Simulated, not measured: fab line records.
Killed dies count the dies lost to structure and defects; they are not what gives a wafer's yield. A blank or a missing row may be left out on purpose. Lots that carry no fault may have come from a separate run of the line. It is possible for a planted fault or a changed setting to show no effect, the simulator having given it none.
Matching of chambers + flow sky130 + pecvd-01 running SKY_CONTACT_CVD_00: 3 sister chambers
The step deposits Si3N4, target thk 75 nm. 3 wafers are shown with their chamber, then 8 later ones without.

== WAFERS WITH THEIR CHAMBER ==
| wafer  | chamber | heater power w (W) |
|--------|---------|--------------------|
| L089.3 | 1       | 844                |
| L089.6 | 2       | 547                |
| L090.2 | 0       | 738                |

== WAFERS WITHOUT THEIR CHAMBER ==
| wafer  | heater power w (W) |
|--------|--------------------|
| L090.3 | 594                |
| L090.5 | 619                |
| L092.1 | 867                |
| L092.2 | 759                |
| L092.5 | 826                |
| L094.3 | 734                |
| L094.4 | 860                |
| L094.5 | 537                |

== WHICH CHAMBER EACH WENT THROUGH ==
| wafer  | from the rows above     | in truth |
|--------|-------------------------|----------|
| L090.3 | 2                       | 2        |
| L090.5 | can't be placed: 2 or 0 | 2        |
| L092.1 | 1                       | 1        |
| L092.2 | can't be placed: 0 or 1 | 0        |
| L092.5 | 1                       | 1        |
| L094.3 | 0                       | 0        |
| L094.4 | 1                       | 1        |
| L094.5 | 2                       | 2        |
Correct placement for 6 of the 8. Unplaceable from these rows: 2, with the true chamber sitting among the candidates in 2. 0 placed wrongly.
How it was worked out, from the rows above alone: a wafer's distance from a chamber is the root of the sum, over the readings, of the square of ((its reading less the chamber's mean) divided by the reading's scatter). If the next closest chamber is less than 2 further off than the closest, the wafer can't be placed; otherwise it belongs to the closest. The mean given for a chamber averages the wafers shown for that chamber. The scatter (one wafer shown for each chamber): square how far every hidden wafer sits from the nearest shown wafer, average those squares and take the square root.
